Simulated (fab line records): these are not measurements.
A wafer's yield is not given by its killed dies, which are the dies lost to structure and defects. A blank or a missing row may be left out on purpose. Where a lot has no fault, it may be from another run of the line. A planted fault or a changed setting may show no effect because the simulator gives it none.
The tool behind it: which one? :: flow gf180mcu :: Sampling: 14 lots, 42 wafers, 4 of 602 route steps

WHAT THE GAUGES READ, wafer by wafer
GF_M5_CD_MEAS_07: target cd 280 nm.
lot: L624
measured: day 26 07:07
on: cd sem-01
cd nm (nm): 281.0 280.5 280.5

lot: L626
measured: day 26 21:17
on: cd sem-01
cd nm (nm): 279.4 279.4 279.0

lot: L631
measured: day 28 12:08
on: cd sem-01
cd nm (nm): 278.7 279.1 278.7

lot: L632
measured: day 28 21:11
on: cd sem-01
cd nm (nm): 280.1 280.7 280.4

lot: L637
measured: day 30 10:07
on: cd sem-01
cd nm (nm): 279.8 280.7 278.7

lot: L638
measured: day 30 13:52
on: cd sem-02
cd nm (nm): 280.0 278.8 279.1

lot: L639
measured: day 30 16:43
on: cd sem-01
cd nm (nm): 281.7 281.7 279.8

lot: L641
measured: day 31 06:33
on: cd sem-01
cd nm (nm): 280.3 279.2 279.6

lot: L642
measured: day 31 15:40
on: cd sem-01
cd nm (nm): 279.8 280.8 281.7

lot: L643
measured: day 31 21:05
on: cd sem-01
cd nm (nm): 280.8 281.1 279.9

lot: L644
measured: day 31 23:35
on: cd sem-01
cd nm (nm): 278.7 280.9 279.0

lot: L645
measured: day 32 07:46
on: cd sem-01
cd nm (nm): 279.2 281.1 281.0

lot: L646
measured: day 32 14:15
on: cd sem-01
cd nm (nm): 282.4 280.7 281.8

lot: L647
measured: day 32 23:38
on: cd sem-01
cd nm (nm): 279.1 278.3 278.7

GF_M5_OVL_MEAS_08.
lot: L624
measured: day 26 07:13
on: overlay-01
M5_OVL (nm): 1 1 -1

lot: L626
measured: day 26 21:24
on: overlay-02
M5_OVL (nm): -2 -5 -2

lot: L631
measured: day 28 12:16
on: overlay-02
M5_OVL (nm): 1 5 0

lot: L632
measured: day 28 21:18
on: overlay-01
M5_OVL (nm): -1 1 1

lot: L637
measured: day 30 10:13
on: overlay-02
M5_OVL (nm): -2 -6 -3

lot: L638
measured: day 30 13:58
on: overlay-01
M5_OVL (nm): -5 -4 4

lot: L639
measured: day 30 16:49
on: overlay-01
M5_OVL (nm): 2 1 -6

lot: L641
measured: day 31 06:40
on: overlay-02
M5_OVL (nm): -1 -6 6

lot: L642
measured: day 31 15:46
on: overlay-02
M5_OVL (nm): -1 -1 -8

lot: L643
measured: day 31 21:12
on: overlay-02
M5_OVL (nm): 2 1 -1

lot: L644
measured: day 31 23:42
on: overlay-02
M5_OVL (nm): 4 6 7

lot: L645
measured: day 32 07:52
on: overlay-02
M5_OVL (nm): 1 1 3

lot: L646
measured: day 32 14:22
on: overlay-02
M5_OVL (nm): 0 7 -1

lot: L647
measured: day 32 23:45
on: overlay-02
M5_OVL (nm): -3 0 -11

WHAT TOOL EACH LOT RAN ON (gives the tool, then ch and the chambers of the sampled wafers, and finally the start)
lot: L624
GF_SALICIDE_CLEAN_00: wet bench-03 ch 0, day 15 02:15
GF_MIM_SPUTTER_08: pvd sputter-03, day 24 12:28

lot: L626
GF_SALICIDE_CLEAN_00: wet bench-02 ch 2, day 15 17:38
GF_MIM_SPUTTER_08: pvd sputter-03, day 25 03:03

lot: L631
GF_SALICIDE_CLEAN_00: wet bench-03 ch 1, day 17 12:43
GF_MIM_SPUTTER_08: pvd sputter-03, day 26 19:30

lot: L632
GF_SALICIDE_CLEAN_00: wet bench-03 ch 1, day 18 00:44
GF_MIM_SPUTTER_08: pvd sputter-03, day 27 04:51

lot: L637
GF_SALICIDE_CLEAN_00: wet bench-02 ch 3, day 19 23:42
GF_MIM_SPUTTER_08: pvd sputter-03, day 28 19:53

lot: L638
GF_SALICIDE_CLEAN_00: wet bench-04 ch 0, day 20 05:10
GF_MIM_SPUTTER_08: pvd sputter-03, day 29 00:24

lot: L639
GF_SALICIDE_CLEAN_00: wet bench-03 ch 2, day 20 09:32
GF_MIM_SPUTTER_08: pvd sputter-04, day 29 03:31

lot: L641
GF_SALICIDE_CLEAN_00: wet bench-03 ch 0, day 21 05:37
GF_MIM_SPUTTER_08: pvd sputter-02, day 29 18:01

lot: L642
GF_SALICIDE_CLEAN_00: wet bench-03 ch 1, day 21 16:59
GF_MIM_SPUTTER_08: pvd sputter-02, day 30 04:11

lot: L643
GF_SALICIDE_CLEAN_00: wet bench-04 ch 0, day 21 23:38
GF_MIM_SPUTTER_08: pvd sputter-02, day 30 09:03

lot: L644
GF_SALICIDE_CLEAN_00: wet bench-04 ch 3, day 22 02:59
GF_MIM_SPUTTER_08: pvd sputter-04, day 30 12:35

lot: L645
GF_SALICIDE_CLEAN_00: wet bench-03 ch 1, day 22 12:53
GF_MIM_SPUTTER_08: pvd sputter-04, day 30 21:12

lot: L646
GF_SALICIDE_CLEAN_00: wet bench-03 ch 1, day 22 21:29
GF_MIM_SPUTTER_08: pvd sputter-02, day 31 03:38

lot: L647
GF_SALICIDE_CLEAN_00: wet bench-02 ch 1, day 23 08:29
GF_MIM_SPUTTER_08: pvd sputter-03, day 31 14:02
- GF_SALICIDE_CLEAN_00: cleans in SC1/SC2, time 150 s.
- GF_MIM_SPUTTER_08: material AlCu, target thk 200 nm, time 10.6 s.

AS READ BY THE TOOLS THEMSELVES (means over the sampled wafers that have a number; for cases with no such wafer, the mark the record gives instead)
GF_SALICIDE_CLEAN_00.
lot: L624
tool: wet bench-03
temp c (C): 69.85

lot: L626
tool: wet bench-02
temp c (C): 70.01

lot: L631
tool: wet bench-03
temp c (C): 70.25

lot: L632
tool: wet bench-03
temp c (C): 69.97

lot: L637
tool: wet bench-02
temp c (C): 70.08

lot: L638
tool: wet bench-04
temp c (C): 69.92

lot: L639
tool: wet bench-03
temp c (C): 69.76

lot: L641
tool: wet bench-03
temp c (C): 70.08

lot: L642
tool: wet bench-03
temp c (C): 70.02

lot: L643
tool: wet bench-04
temp c (C): 70.07

lot: L644
tool: wet bench-04
temp c (C): 70.05

lot: L645
tool: wet bench-03
temp c (C): 70.06

lot: L646
tool: wet bench-03
temp c (C): 69.90

lot: L647
tool: wet bench-02
temp c (C): 69.92

GF_MIM_SPUTTER_08.
lot: L624
tool: pvd sputter-03
throttle valve pct (%): 30.6

lot: L626
tool: pvd sputter-03
throttle valve pct (%): 30.2

lot: L631
tool: pvd sputter-03
throttle valve pct (%): 30.7

lot: L632
tool: pvd sputter-03
throttle valve pct (%): 30.6

lot: L637
tool: pvd sputter-03
throttle valve pct (%): 30.1

lot: L638
tool: pvd sputter-03
throttle valve pct (%): 30.0

lot: L639
tool: pvd sputter-04
throttle valve pct (%): 31.1

lot: L641
tool: pvd sputter-02
throttle valve pct (%): 29.0

lot: L642
tool: pvd sputter-02
throttle valve pct (%): 29.8

lot: L643
tool: pvd sputter-02
throttle valve pct (%): 30.3

lot: L644
tool: pvd sputter-04
throttle valve pct (%): 31.0

lot: L645
tool: pvd sputter-04
throttle valve pct (%): 30.9

lot: L646
tool: pvd sputter-02
throttle valve pct (%): 30.3

lot: L647
tool: pvd sputter-03
throttle valve pct (%): 30.6

THE ANSWER, worked out from the rows above alone
Rule: the lots themselves supply what counts as usual. The widest of any qualifying gaps counts: lots, ordered by their means at a reading, are off when they make up no more than a third of the lots, leave a main group of 4 or more, and stand apart from it by 3 or more times the standard deviation of that group's means. If all means in a main group match to the digits the tables above print for the reading, that group is not used. A lot without any number at a reading at which 4 lots or more have one is off too. The other lots that the step has rows for count as sound. The gauges are gone through in route order, then the tools' own readings, and for those a lot's mean is taken as printed above. The first step at which some lot is off is used, and at that step the reading that is off furthest; a lot without a number counts as furthest.
No lot is off at any reading shown: from this, nothing can be told.

WHAT THE SIMULATOR PUT IN
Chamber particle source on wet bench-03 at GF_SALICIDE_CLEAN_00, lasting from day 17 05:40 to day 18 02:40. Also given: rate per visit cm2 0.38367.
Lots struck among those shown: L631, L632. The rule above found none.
